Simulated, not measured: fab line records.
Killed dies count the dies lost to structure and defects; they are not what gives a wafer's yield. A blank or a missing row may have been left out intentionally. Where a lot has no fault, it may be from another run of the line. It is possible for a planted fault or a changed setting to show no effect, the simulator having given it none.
fab line records + flow sky130
[record]
- lots = 6
- wafers = 18
- last_day = 50
route steps=708 shown VT_ADJUST_HVTP@93 VT_ADJUST_LVTN@97 PAD_OPEN@708
lots with no fault: from the same line, run without faults
start_h: hours from the record's first day to the start of the lot's first wafer shown + wait_h: hours since the lot's step before + " as in the row above + L1.1+2: a single row standing in for several wafers + - either no value or no given start + * or withheld: withheld + < > ~ a bound
route shown NAME@n: NAME is a module with steps in the file, n the number in the route of the first one + usual: mean/standard deviation of fault-free wafers + same: alike in all rows + chamber/n: place in a boat + sites: readings site by site + _std_site: how widely they spread, as a standard deviation + _edge_site: inner sites' mean taken away from outer sites' mean + radius_mm: how far each site lies from the wafer's centre + mask NAME#n: copy n + behind: the tool/chamber that last shaped the wafer + hold: cause of the lot's hold/its duration in hours/its outcome + device: whichever transistor did not switch (one of n, p or np) + end of line: the same wafers' tests at the end of the route + where a step has no rows: the recipe by itself + killed: dies that structure and defects cost at the first sort, which is not the same as the wafer's yield + map: a wafer's dies, marking killed ones x, the rest . and places with no die _
set.NAME: the setting as run; set.NAME@STEP: as run at that earlier step + model.NAME: the simulator's own value behind a step, which no gauge read
certain route steps with their lots: each step a table, each wafer a row
services: from which hour (start_h, from the record's first day; less than 0 if before it) a tool's chamber was out of use, for how many hours, and why
[[steps]]
[step SKY_VT_ADJUST_HVTP_OVL_MEAS_08]
[usual]
- VT_ADJUST_HVTP_OVL = -0.8/1.5
| lot.wafer | tool       | chamber | start_h | wait_h | VT_ADJUST_HVTP_OVL[nm] |
|-----------|------------|---------|---------|--------|------------------------|
| L444.2    | overlay-01 | -       | 134.13  | 0.1    | -0.4                   |
| L444.4    | "          | -       | "       | "      | -1.1                   |
| L444.5    | "          | -       | "       | "      | -2.9                   |
| L449.2    | overlay-02 | -       | 166.83  | 0.1    | -1.8                   |
| L449.3    | "          | -       | "       | "      | -1.4                   |
| L449.5    | "          | -       | "       | "      | -1.9                   |
| L452.3    | overlay-01 | -       | 185.25  | 0.1    | -0.5                   |
| L452.4    | "          | -       | "       | "      | -0.9                   |
| L452.5    | "          | -       | "       | "      | -0.5                   |
| L453.1    | overlay-02 | -       | 190.54  | 0.1    | 3.2                    |
| L453.2    | "          | -       | "       | "      | 2.4                    |
| L453.6    | "          | -       | "       | "      | 2.8                    |
| L464.2    | overlay-02 | -       | 266.48  | 0.1    | -1.0                   |
| L464.4    | "          | -       | "       | "      | -1.6                   |
| L464.5    | "          | -       | "       | "      | -2.2                   |
| L465.1    | overlay-01 | -       | 273.39  | 0.1    | 0.3                    |
| L465.5    | "          | -       | "       | "      | 0.4                    |
| L465.6    | "          | -       | "       | "      | 0.9                    |
[step SKY_VT_ADJUST_HVTP_IMPLANT_09]
[recipe]
- species = As
- energy_kev = 150
- dose_cm2 = 4.3e+12
- tilt_deg = withheld
[step SKY_VT_ADJUST_HVTP_STRIP_10]
[recipe]
- chemistry = O2/N2
- power_w = 1400
- pressure_mtorr = 1500
- platen_temp_c = withheld
- o2_flow_sccm = 3000
- n2_flow_sccm = 300
- overash_fraction = 0.5
[usual]
- drypump_motor_current_A = 5.6/0.45
- o2_flow_sccm = 2999/9.4
- oes_product_au = 0.716/0.0044
- strip_time_to_endpoint_s = 14.16/0.042
| lot.wafer | tool            | chamber | start_h | wait_h | drypump_motor_current_A | o2_flow_sccm | oes_product_au | rf_hours_counter_h | strip_time_to_endpoint_s |
|-----------|-----------------|---------|---------|--------|-------------------------|--------------|----------------|--------------------|--------------------------|
| L444.2    | plasma_asher-02 | 0       | 134.31  | 0.1    | 6.3                     | 2995         | 0.715          | 41                 | 14.21                    |
| L444.4    | "               | 1       | "       | "      | 5.6                     | 2993         | 0.716          | -                  | 14.20                    |
| L444.5    | "               | 0       | "       | "      | 6.3                     | 2994         | 0.722          | -                  | 14.14                    |
| L449.2    | plasma_asher-02 | 1       | 167.01  | 0.1    | 5.6                     | 2994         | 0.720          | 44                 | 14.16                    |
| L449.3    | "               | 0       | "       | "      | 6.3                     | 2981         | 0.711          | -                  | 14.12                    |
| L449.5    | "               | 0       | "       | "      | 6.3                     | 2995         | 0.721          | -                  | 14.13                    |
| L452.3    | plasma_asher-03 | 0       | 185.46  | 0.1    | 5.5                     | 2995         | 0.716          | -                  | 14.17                    |
| L452.4    | "               | 1       | "       | "      | 5.3                     | 2981         | 0.715          | -                  | 14.18                    |
| L452.5    | "               | 1       | "       | "      | 5.3                     | 2997         | 0.720          | -                  | 14.21                    |
| L453.1    | plasma_asher-02 | 1       | 190.73  | 0.1    | 5.6                     | 3001         | 0.715          | 47                 | 14.25                    |
| L453.2    | "               | 0       | "       | "      | 6.4                     | 2993         | 0.716          | 47                 | 14.29                    |
| L453.6    | "               | 1       | "       | "      | 5.6                     | 3007         | 0.722          | -                  | 14.27                    |
| L464.2    | plasma_asher-01 | 1       | 266.66  | 0.1    | 5.1                     | 2980         | 0.711          | 58                 | 14.19                    |
| L464.4    | "               | 0       | "       | "      | 4.9                     | 2997         | 0.727          | -                  | 14.16                    |
| L464.5    | "               | 1       | "       | "      | 5.1                     | 2978         | 0.714          | -                  | 14.16                    |
| L465.1    | plasma_asher-01 | 1       | 273.58  | 0.1    | 5.1                     | 2998         | 0.718          | 59                 | 14.09                    |
| L465.5    | "               | 1       | "       | "      | 5.1                     | 3010         | 0.714          | -                  | 14.12                    |
| L465.6    | "               | 0       | "       | "      | 4.9                     | 3004         | 0.713          | -                  | 14.15                    |
[step SKY_VT_ADJUST_HVTP_TW_MEAS_11]
[usual]
- VT_ADJUST_HVTP_TW = 1351/7
| lot.wafer | tool          | chamber | start_h | wait_h | VT_ADJUST_HVTP_TW |
|-----------|---------------|---------|---------|--------|-------------------|
| L444.2    | film_metro-01 | -       | 134.42  | 0.1    | 1351              |
| L444.4    | "             | -       | "       | "      | 1350              |
| L444.5    | "             | -       | "       | "      | 1351              |
| L449.2    | film_metro-01 | -       | 167.12  | 0.1    | 1342              |
| L449.3    | "             | -       | "       | "      | 1343              |
| L449.5    | "             | -       | "       | "      | 1348              |
| L452.3    | film_metro-01 | -       | 185.55  | 0.1    | 1343              |
| L452.4    | "             | -       | "       | "      | 1342              |
| L452.5    | "             | -       | "       | "      | 1342              |
| L453.1    | film_metro-04 | -       | 190.83  | 0.1    | 1357              |
| L453.2    | "             | -       | "       | "      | 1354              |
| L453.6    | "             | -       | "       | "      | 1353              |
| L464.2    | film_metro-01 | -       | 266.77  | 0.1    | 1351              |
| L464.4    | "             | -       | "       | "      | 1348              |
| L464.5    | "             | -       | "       | "      | 1353              |
| L465.1    | film_metro-03 | -       | 273.68  | 0.1    | 1354              |
| L465.5    | "             | -       | "       | "      | 1350              |
| L465.6    | "             | -       | "       | "      | 1351              |
[step SKY_VT_ADJUST_LVTN_DEHYDRATE_00]
[recipe]
- temp_c = 200
- time_s = 60
[step SKY_VT_ADJUST_LVTN_HMDS_01]
[recipe]
- prime_time_s = 60
- prime_temp_c = 120
[step SKY_VT_ADJUST_LVTN_COAT_02]
[recipe]
- spin_rpm = 2000
- resist_thk_nm = 3000
[step SKY_VT_ADJUST_LVTN_SOFTBAKE_03]
[recipe]
- temp_c = 110
- time_s = withheld
[step SKY_VT_ADJUST_LVTN_EXPOSE_04]
[recipe]
- mask_id = NWM_COMPLEMENT_LESS_NATIVE
- na = 0.6
- source_shape = conventional
- sigma_outer = 0.6
- polarization = unpolarized
- target_cd_nm = 840
- dose_mj = 194
[step SKY_VT_ADJUST_LVTN_PEB_05]
[recipe]
- temp_c = 115
- time_s = withheld
[step SKY_VT_ADJUST_LVTN_DEVELOP_06]
[recipe]
- wall_angle_deg = 90
- developer = TMAH
- develop_time_s = 60
- dev_temp_c = 23
[step SKY_VT_ADJUST_LVTN_OVL_MEAS_07]
[usual]
- VT_ADJUST_LVTN_OVL = 0.4/1.3
| lot.wafer | tool       | chamber | start_h | wait_h | VT_ADJUST_LVTN_OVL[nm] |
|-----------|------------|---------|---------|--------|------------------------|
| L444.2    | overlay-02 | -       | 153.49  | -      | -0.6                   |
| L444.4    | "          | -       | "       | "      | 0.4                    |
| L444.5    | "          | -       | "       | "      | 0.5                    |
| L449.2    | overlay-02 | -       | 187.63  | -      | 0.5                    |
| L449.3    | "          | -       | "       | "      | -0.8                   |
| L449.5    | "          | -       | "       | "      | 1.6                    |
| L452.3    | overlay-01 | -       | 206.85  | -      | 2.8                    |
| L452.4    | "          | -       | "       | "      | 2.0                    |
| L452.5    | "          | -       | "       | "      | 2.3                    |
| L453.1    | overlay-02 | -       | 212.87  | -      | 0.5                    |
| L453.2    | "          | -       | "       | "      | 1.7                    |
| L453.6    | "          | -       | "       | "      | 2.4                    |
| L464.2    | overlay-02 | -       | 290.78  | -      | -1.2                   |
| L464.4    | "          | -       | "       | "      | 0.2                    |
| L464.5    | "          | -       | "       | "      | 0.3                    |
| L465.1    | overlay-01 | -       | 298.28  | -      | -2.2                   |
| L465.5    | "          | -       | "       | "      | -0.4                   |
| L465.6    | "          | -       | "       | "      | -1.1                   |
[step SKY_VT_ADJUST_LVTN_IMPLANT_08]
[recipe]
- species = B
- energy_kev = 30
- dose_cm2 = 1.57e+12
- tilt_deg = withheld
[usual]
- dose_ions_cm2 = 1.5704e+12/1.5e+09
- faraday_current_uA = 8.87/0.17
| lot.wafer | tool         | chamber | start_h | wait_h | dose_ions_cm2 | faraday_current_uA |
|-----------|--------------|---------|---------|--------|---------------|--------------------|
| L444.2    | implanter-04 | 0       | 153.55  | 0.0    | 1.5713e+12    | 8.98               |
| L444.4    | "            | 0       | "       | "      | 1.5706e+12    | 8.96               |
| L444.5    | "            | 0       | "       | "      | 1.5737e+12    | 8.72               |
| L449.2    | implanter-01 | 0       | 187.68  | 0.0    | 1.5723e+12    | 9.04               |
| L449.3    | "            | 0       | "       | "      | 1.5705e+12    | 8.71               |
| L449.5    | "            | 0       | "       | "      | 1.57e+12      | 8.99               |
| L452.3    | implanter-04 | 0       | 206.92  | 0.1    | 2.0648e+12    | 11.01              |
| L452.4    | "            | 0       | "       | "      | 2.0618e+12    | 11.56              |
| L452.5    | "            | 0       | "       | "      | 2.0641e+12    | 11.60              |
| L453.1    | implanter-04 | 0       | 212.91  | 0.0    | 2.0625e+12    | 11.51              |
| L453.2    | "            | 0       | "       | "      | 2.0636e+12    | 11.52              |
| L453.6    | "            | 0       | "       | "      | 2.0633e+12    | 11.84              |
| L464.2    | implanter-04 | 0       | 290.84  | 0.0    | 1.5704e+12    | 8.83               |
| L464.4    | "            | 0       | "       | "      | 1.5704e+12    | 9.00               |
| L464.5    | "            | 0       | "       | "      | 1.5696e+12    | 8.60               |
| L465.1    | implanter-04 | 0       | 298.32  | 0.0    | 1.57e+12      | 8.82               |
| L465.5    | "            | 0       | "       | "      | 1.5706e+12    | 8.83               |
| L465.6    | "            | 0       | "       | "      | 1.5715e+12    | 9.02               |
[step SKY_VT_ADJUST_LVTN_STRIP_09]
[recipe]
- chemistry = O2/N2
- power_w = 1400
- pressure_mtorr = 1500
- platen_temp_c = withheld
- o2_flow_sccm = 3000
- n2_flow_sccm = 300
- overash_fraction = 0.5
[usual]
- drypump_motor_current_A = 5.3/0.44
- o2_flow_sccm = 3000/9.2
- oes_product_au = 0.723/0.0049
- strip_time_to_endpoint_s = 36.88/0.099
| lot.wafer | tool            | chamber | start_h | wait_h | drypump_motor_current_A | o2_flow_sccm | oes_product_au | rf_hours_counter_h | strip_time_to_endpoint_s |
|-----------|-----------------|---------|---------|--------|-------------------------|--------------|----------------|--------------------|--------------------------|
| L444.2    | plasma_asher-04 | 1       | 153.67  | 0.1    | 4.7                     | 2997         | 0.723          | 4                  | 36.84                    |
| L444.4    | "               | 1       | "       | "      | 4.7                     | 3009         | 0.728          | -                  | 36.76                    |
| L444.5    | "               | 1       | "       | "      | 4.7                     | 2986         | 0.721          | -                  | 36.76                    |
| L449.2    | plasma_asher-01 | 1       | 187.81  | 0.1    | 5.1                     | 2994         | 0.723          | 51                 | 36.99                    |
| L449.3    | "               | 0       | "       | "      | 4.9                     | 2986         | 0.724          | -                  | 36.82                    |
| L449.5    | "               | 1       | "       | "      | 5.1                     | 2995         | 0.724          | -                  | 36.96                    |
| L452.3    | plasma_asher-01 | 1       | 207.05  | 0.1    | 5.2                     | 3006         | 0.729          | -                  | 36.82                    |
| L452.4    | "               | 0       | "       | "      | 4.9                     | 2998         | 0.719          | -                  | 36.88                    |
| L452.5    | "               | 0       | "       | "      | 4.9                     | 3009         | 0.724          | -                  | 36.72                    |
| L453.1    | plasma_asher-04 | 0       | 213.06  | 0.1    | 5.9                     | 3008         | 0.714          | 10                 | 36.79                    |
| L453.2    | "               | 1       | "       | "      | 4.7                     | 2991         | 0.735          | 10                 | 36.81                    |
| L453.6    | "               | 1       | "       | "      | 4.7                     | 2997         | 0.720          | -                  | 36.79                    |
| L464.2    | plasma_asher-04 | 1       | 290.96  | 0.1    | 4.7                     | 3014         | 0.720          | 18                 | 37.04                    |
| L464.4    | "               | 0       | "       | "      | 5.9                     | 2996         | 0.720          | -                  | 36.88                    |
| L464.5    | "               | 0       | "       | "      | 5.9                     | 2996         | 0.722          | -                  | 36.88                    |
| L465.1    | plasma_asher-04 | 1       | 298.47  | 0.1    | 4.7                     | 3005         | 0.733          | 18                 | 36.90                    |
| L465.5    | "               | 0       | "       | "      | 5.9                     | 2987         | 0.720          | -                  | 36.82                    |
| L465.6    | "               | 1       | "       | "      | 4.7                     | 3017         | 0.715          | -                  | 36.96                    |
[step SKY_VT_ADJUST_LVTN_TW_MEAS_10]
[usual]
- VT_ADJUST_LVTN_TW = 240.6/1.2
| lot.wafer | tool          | chamber | start_h | wait_h | VT_ADJUST_LVTN_TW |
|-----------|---------------|---------|---------|--------|-------------------|
| L444.2    | film_metro-04 | -       | 153.78  | 0.1    | 241.6             |
| L444.4    | "             | -       | "       | "      | 240.4             |
| L444.5    | "             | -       | "       | "      | 240.5             |
| L449.2    | film_metro-02 | -       | 187.92  | 0.1    | 241.0             |
| L449.3    | "             | -       | "       | "      | 240.8             |
| L449.5    | "             | -       | "       | "      | 241.8             |
| L452.3    | film_metro-02 | -       | 207.14  | 0.1    | 259.6             |
| L452.4    | "             | -       | "       | "      | 262.1             |
| L452.5    | "             | -       | "       | "      | 261.2             |
| L453.1    | film_metro-01 | -       | 213.16  | 0.1    | 259.3             |
| L453.2    | "             | -       | "       | "      | 260.9             |
| L453.6    | "             | -       | "       | "      | 259.3             |
| L464.2    | film_metro-02 | -       | 291.07  | 0.1    | 242.6             |
| L464.4    | "             | -       | "       | "      | 242.2             |
| L464.5    | "             | -       | "       | "      | 243.4             |
| L465.1    | film_metro-01 | -       | 298.57  | 0.1    | 239.3             |
| L465.5    | "             | -       | "       | "      | 239.0             |
| L465.6    | "             | -       | "       | "      | 239.2             |
[step SKY_VT_ADJUST_LVTN_DEHYDRATE_11]
[recipe]
- temp_c = 200
- time_s = 60
[step SKY_PAD_OPEN_PROBE_99]
[usual]
- killed_at_M0_to_M3 = 43/7.1
- killed_at_M4_up = 3.1/1.7
- killed_at_contacts = 23/5.1
- killed_at_front_end = 14/4.4
- killed_at_other = 0.3/0.47
- killed_dies = 84/9.9
- killed_open = 45/6.6
- killed_short = 38/6.8
[same]
- gross_dies = 492
- killed_at_back_side = 0
| lot.wafer | tool      | chamber | start_h | wait_h | killed_at_M0_to_M3 | killed_at_M4_up | killed_at_contacts | killed_at_front_end | killed_at_other | killed_dies | killed_open | killed_short | model.etest.nfet_01v8_lvt.vt_sat_v | model.etest.nfet_01v8_lvt.body_rise_v |
|-----------|-----------|---------|---------|--------|--------------------|-----------------|--------------------|---------------------|-----------------|-------------|-------------|--------------|------------------------------------|---------------------------------------|
| L444.2    | prober-02 | -       | 1092.00 | 0.1    | 32                 | 1               | 23                 | 14                  | 0               | 70          | 43          | 27           | 0.5338                             | 0.1486                                |
| L444.4    | prober-02 | -       | 1092.10 | 0.2    | 49                 | 5               | 26                 | 17                  | 0               | 97          | 53          | 44           | 0.5474                             | 0.152                                 |
| L444.5    | prober-02 | -       | 1092.15 | 0.2    | 38                 | 0               | 16                 | 18                  | 0               | 72          | 44          | 28           | 0.5427                             | 0.1467                                |
| L449.2    | prober-01 | -       | 1122.33 | 0.1    | 41                 | 7               | 26                 | 14                  | 0               | 88          | 47          | 41           | 0.5376                             | 0.1461                                |
| L449.3    | prober-01 | -       | 1122.38 | 0.2    | 54                 | 3               | 32                 | 16                  | 0               | 105         | 53          | 52           | 0.5426                             | 0.1462                                |
| L449.5    | prober-01 | -       | 1122.48 | 0.2    | 45                 | 2               | 19                 | 12                  | 2               | 80          | 44          | 36           | 0.5431                             | 0.1479                                |
| L452.3    | prober-01 | -       | 1138.53 | 0.2    | 47                 | 4               | 21                 | 14                  | 0               | 86          | 53          | 33           | 0.5438                             | 0.1516                                |
| L452.4    | prober-01 | -       | 1138.58 | 0.2    | 46                 | 4               | 24                 | 13                  | 0               | 87          | 48          | 39           | 0.5491                             | 0.155                                 |
| L452.5    | prober-01 | -       | 1138.63 | 0.2    | 49                 | 1               | 24                 | 8                   | 0               | 82          | 47          | 35           | 0.5411                             | 0.1542                                |
| L453.1    | prober-02 | -       | 1143.80 | 0.1    | 52                 | 3               | 23                 | 19                  | 0               | 97          | 58          | 39           | 0.5565                             | 0.1535                                |
| L453.2    | prober-02 | -       | 1143.85 | 0.1    | 46                 | 3               | 31                 | 9                   | 0               | 89          | 52          | 37           | 0.5477                             | 0.1498                                |
| L453.6    | prober-02 | -       | 1144.05 | 0.2    | 51                 | 1               | 28                 | 12                  | 0               | 92          | 49          | 43           | 0.542                              | 0.1514                                |
| L464.2    | prober-01 | -       | 1198.25 | 0.1    | 40                 | 4               | 18                 | 14                  | 0               | 76          | 36          | 40           | 0.5342                             | 0.1476                                |
| L464.4    | prober-01 | -       | 1198.35 | 0.2    | 48                 | 5               | 43                 | 16                  | 0               | 112         | 60          | 52           | 0.5405                             | 0.1472                                |
| L464.5    | prober-01 | -       | 1198.40 | 0.2    | 47                 | 4               | 16                 | 8                   | 0               | 75          | 41          | 34           | 0.5481                             | 0.1493                                |
| L465.1    | prober-02 | -       | 1202.99 | 0.1    | 35                 | 1               | 23                 | 11                  | 0               | 70          | 36          | 34           | 0.5336                             | 0.1528                                |
| L465.5    | prober-02 | -       | 1203.19 | 0.2    | 46                 | 4               | 20                 | 13                  | 0               | 83          | 46          | 37           | 0.5421                             | 0.147                                 |
| L465.6    | prober-02 | -       | 1203.24 | 0.2    | 34                 | 1               | 28                 | 15                  | 0               | 78          | 45          | 33           | 0.538                              | 0.1514                                |
// killed by level:class
L444.2 VIA1:geometric_particle:open=9 CONTACT:geometric_particle:open=8 VIA3:geometric_particle:open=6 LI_CONTACT:geometric_particle:open=5 LOCAL_INTERCONNECT:geometric_particle:short=5 VIA2:geometric_particle:short=4 POLY_GATE:geometric_particle:open=3 SPACER:geometric_particle:open=3
L444.4 CONTACT:geometric_particle:open=8 VIA2:geometric_particle:open=8 VIA3:geometric_particle:open=8 CONTACT:geometric_particle:short=7 METAL1:geometric_particle:short=7 VIA1:geometric_particle:open=7 LI_CONTACT:geometric_particle:open=6 POLY_GATE:geometric_particle:short=5
L444.5 VIA1:geometric_particle:open=16 POLY_GATE:geometric_particle:open=7 VIA3:geometric_particle:open=6 METAL2:geometric_particle:short=6 CONTACT:geometric_particle:short=5 LOCAL_INTERCONNECT:geometric_particle:short=4 CONTACT:geometric_particle:open=4 SONOS_ONO:geometric_particle:short=3
L449.2 VIA1:geometric_particle:open=9 LI_CONTACT:geometric_particle:open=7 VIA2:geometric_particle:open=7 CONTACT:geometric_particle:open=6 METAL4:geometric_particle:short=5 LI_CONTACT:geometric_particle:short=5 LOCAL_INTERCONNECT:geometric_particle:short=5 FIELD_ISO:geometric_particle:open=4
L449.3 CONTACT:geometric_particle:open=13 VIA1:geometric_particle:open=9 METAL1:geometric_particle:short=8 CONTACT:geometric_particle:short=7 VIA2:geometric_particle:short=6 VIA3:geometric_particle:open=6 POLY_GATE:geometric_particle:open=5 LI_CONTACT:geometric_particle:open=5
L449.5 VIA1:geometric_particle:open=10 CONTACT:geometric_particle:open=8 VIA3:geometric_particle:open=8 CONTACT:geometric_particle:short=6 VIA2:geometric_particle:open=6 VIA1:geometric_particle:short=5 METAL3:geometric_particle:short=3 METAL1:geometric_particle:open=3
L452.3 VIA2:geometric_particle:open=11 CONTACT:geometric_particle:open=10 VIA1:geometric_particle:open=10 VIA3:geometric_particle:open=6 METAL1:geometric_particle:short=6 POLY_GATE:geometric_particle:short=4 LI_CONTACT:geometric_particle:open=4 METAL2:geometric_particle:short=4
L452.4 VIA1:geometric_particle:open=10 CONTACT:geometric_particle:open=8 METAL1:geometric_particle:short=7 METAL2:geometric_particle:short=6 LI_CONTACT:geometric_particle:open=5 VIA2:geometric_particle:open=5 VIA3:geometric_particle:open=5 CONTACT:geometric_particle:short=4
L452.5 VIA1:geometric_particle:open=13 LI_CONTACT:geometric_particle:open=10 METAL1:geometric_particle:short=7 VIA3:geometric_particle:open=6 VIA2:geometric_particle:open=6 LI_CONTACT:geometric_particle:short=5 CONTACT:geometric_particle:open=5 VIA1:geometric_particle:short=4
L453.1 VIA1:geometric_particle:open=19 CONTACT:geometric_particle:open=10 METAL1:geometric_particle:short=8 POLY_GATE:geometric_particle:open=6 LI_CONTACT:geometric_particle:open=6 POLY_GATE:geometric_particle:short=5 METAL2:geometric_particle:short=5 FIELD_ISO:geometric_particle:open=4
L453.2 CONTACT:geometric_particle:open=16 VIA3:geometric_particle:open=9 LI_CONTACT:geometric_particle:open=7 VIA1:geometric_particle:open=7 VIA2:geometric_particle:open=7 CONTACT:geometric_particle:short=5 METAL3:geometric_particle:short=5 VIA3:geometric_particle:short=4
L453.6 VIA1:geometric_particle:open=14 CONTACT:geometric_particle:open=11 VIA3:geometric_particle:open=9 LOCAL_INTERCONNECT:geometric_particle:short=7 VIA2:geometric_particle:open=6 LI_CONTACT:geometric_particle:open=5 VIA1:geometric_particle:short=5 POLY_GATE:geometric_particle:short=4
L464.2 METAL1:geometric_particle:short=11 VIA1:geometric_particle:open=8 METAL2:geometric_particle:short=7 VIA2:geometric_particle:open=6 FIELD_ISO:geometric_particle:short=4 LI_CONTACT:geometric_particle:open=4 CONTACT:geometric_particle:open=4 METAL4:geometric_particle:short=4
L464.4 CONTACT:geometric_particle:open=17 VIA1:geometric_particle:open=13 LI_CONTACT:geometric_particle:open=10 CONTACT:geometric_particle:short=10 METAL1:geometric_particle:short=8 VIA3:geometric_particle:open=7 FIELD_ISO:geometric_particle:short=5 POLY_GATE:geometric_particle:short=5
L464.5 VIA1:geometric_particle:open=10 VIA3:geometric_particle:open=8 METAL1:geometric_particle:short=6 LI_CONTACT:geometric_particle:open=5 VIA3:geometric_particle:short=5 METAL2:geometric_particle:short=5 CONTACT:geometric_particle:open=4 CONTACT:geometric_particle:short=4
L465.1 LI_CONTACT:geometric_particle:open=8 VIA2:geometric_particle:open=7 CONTACT:geometric_particle:open=6 LOCAL_INTERCONNECT:geometric_particle:short=5 METAL1:geometric_particle:short=5 VIA1:geometric_particle:open=5 VIA1:geometric_particle:short=4 POLY_GATE:geometric_particle:short=3
L465.5 VIA1:geometric_particle:open=15 CONTACT:geometric_particle:open=7 METAL2:geometric_particle:short=7 FIELD_ISO:geometric_particle:open=5 CONTACT:geometric_particle:short=5 METAL1:geometric_particle:short=4 LI_CONTACT:geometric_particle:open=4 LOCAL_INTERCONNECT:geometric_particle:short=4
L465.6 LI_CONTACT:geometric_particle:open=10 CONTACT:geometric_particle:open=8 VIA1:geometric_particle:open=7 METAL1:geometric_particle:short=7 VIA2:geometric_particle:open=7 LI_CONTACT:geometric_particle:short=5 FIELD_ISO:geometric_particle:open=4 VIA3:geometric_particle:open=4
[[services]]
| tool            | chamber | start_h | hours | kind   |
|-----------------|---------|---------|-------|--------|
| plasma_asher-04 | 0       | 117.75  | -     | clean  |
| plasma_asher-04 | 1       | 117.75  | -     | clean  |
| plasma_asher-01 | -       | 166.14  | 3.9   | repair |
| plasma_asher-02 | -       | 193.87  | 1.8   | repair |
| implanter-01    | -       | 207.55  | 9.7   | pm     |
| implanter-01    | -       | 217.20  | 2.9   | pm     |
| implanter-01    | -       | 237.98  | 3.6   | pm     |
| plasma_asher-01 | -       | 253.97  | 2.3   | repair |
| implanter-01    | -       | 264.19  | 2.8   | repair |
[[key]]
[first_sign]
- step = SKY_VT_ADJUST_LVTN_IMPLANT_08
- reading = dose_ions_cm2
- direction = up
- sigmas = 99+
- usual = *
- struck = *
[effect]
- step = SKY_VT_ADJUST_LVTN_IMPLANT_08
- reading = faraday_current_uA
- direction = up
- sigmas = 15
- usual = 8.87
- struck = 11.51
[effect]
- step = SKY_VT_ADJUST_LVTN_TW_MEAS_10
- reading = VT_ADJUST_LVTN_TW
- direction = up
- sigmas = 17
- usual = 240.6
- struck = 260.4
[model_effect]
- step = SKY_PAD_OPEN_PROBE_99
- value = etest.nfet_01v8_lvt.vt_sat_v
- without = 0.5286
- struck = 0.5467
met_at SKY_VT_ADJUST_LVTN_IMPLANT_08
struck_wafers L452.3,L452.4,L452.5,L453.1,L453.2,L453.6
tester_left_out L452,L453
onset_between 153.55 206.92
[fault]
- kind = process_parameter_drift
- tool = implanter-04
- chamber = -
- onset_h = 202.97
- steps = SKY_VT_ADJUST_LVTN_IMPLANT_08
- channel = dose_cm2
- offset = *
- shape = step
- end_h = 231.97
- acts_in = *
- stated = *
// tester_left_out: of these lots the tester's yield and bins aren't shown, on N5 and GAA mostly nor the transistor test; their killed dies are dies lost to structure and defects alone, not to doping, threshold or leakage, so they don't give the yield
